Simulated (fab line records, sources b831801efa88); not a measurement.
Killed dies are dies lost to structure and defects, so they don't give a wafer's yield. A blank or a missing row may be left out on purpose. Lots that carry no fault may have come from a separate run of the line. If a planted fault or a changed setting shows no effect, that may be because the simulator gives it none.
Code-filled problem report in 8D (eight disciplines) form    flow gf180mcu    the parts of the form that need people (team, actions taken, sign-off) are left out

== 1. PROBLEM STATEMENT ==
Wafers without a fault read 797.5 W, standard deviation 2.6; rf fwd power W at GF_TOP_METAL_METAL_ETCH_16 reads a mean of 671.5 W on 6 wafers belonging to 2 lots. Measured from the usual mean, that is -48 standard deviations.
The step: etches the open film in Cl2/BCl3, stops on SiO2, target depth 1077.5 nm, time 179.6 s.
First observed at day 33 22:20: wafer L728.2, on rie metal-02. Wafers with a number at this step in the record: 42, from 14 lots. By rule, "out" or "out of limits" means more than 4 standard deviations away from the usual mean. All remaining wafers that have a number are taken as sound.

== 2. WHAT THIS IS AND IS NOT ==
question                     is                                                  is not
which readings at this step  rf fwd power W, oes product au, throttle valve pct  drypump motor current A
which lots                   L728, L729                                          L706, L707, L708, L709, L711, L712, L714, L715, L716, L717, L719, L726
which wafers of those lots   all that have a number                              -
read on which tools          rie metal-02                                        rie metal-01, rie metal-03
when                         from day 33 22:20                                   up to then (36 sound wafers)

== 3. WHAT RULES OUT EACH SUSPECT ==
Counting: a tool at a process step up to the reading stays a suspect if it ran every lot that is out and no sound lot after the first of them.
- rie metal-02 at GF_TOP_METAL_METAL_ETCH_16 (etches the open film in Cl2/BCl3, stops on SiO2, target depth 1077.5 nm, time 179.6 s): kept. It ran every lot that is out, first L728 (day 33 22:20), and no sound lot after that; its last sound lot up to then is L715 (day 31 05:00). Out on those wafers are its own readings of oes product au, rf fwd power W, throttle valve pct.
Left after counting: rie metal-02 at GF_TOP_METAL_METAL_ETCH_16.

== 4. THE CAUSE (what the simulator had put in) ==
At GF_TOP_METAL_METAL_ETCH_16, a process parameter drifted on rie metal-02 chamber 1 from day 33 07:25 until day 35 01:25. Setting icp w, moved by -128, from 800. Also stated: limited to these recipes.
This tool alone remained once counting was done.

== 5. THE EFFECT CHAIN, in route order ==
Each row: a reading where the mean over the struck wafers with a number is more than 3 standard deviations away from the usual. Scope: only readings with a usual standard deviation given in the record; hours: median across lots of the time from each lot's start at the first step in this table that gives one to its start at this step; sigmas: change in usual standard deviations.
hours  step                        reading                   usual       on struck wafers  change  sigmas
0      GF_TOP_METAL_METAL_ETCH_16  oes product au            0.964 a.u.  0.897             -0.067  -8.3
0      GF_TOP_METAL_METAL_ETCH_16  rf fwd power W            797.5 W     671.5             -126.0  -48
0      GF_TOP_METAL_METAL_ETCH_16  throttle valve pct        28.258 %    28.334            +0.076  +6.3
0      GF_TOP_METAL_STRIP_17       strip time to endpoint s  13.50 s     14.31             +0.81   +8.3
Here are the process steps it includes:
- GF_TOP_METAL_METAL_ETCH_16: etches the open film in Cl2/BCl3, stops on SiO2, target depth 1077.5 nm, time 179.6 s.
- GF_TOP_METAL_STRIP_17: strips in O2/N2.

== 6. WHAT WOULD HAVE CAUGHT IT SOONER ==
In this record no reading fell out of limits until day 33 22:20, 15 hours after the fault had begun at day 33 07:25.
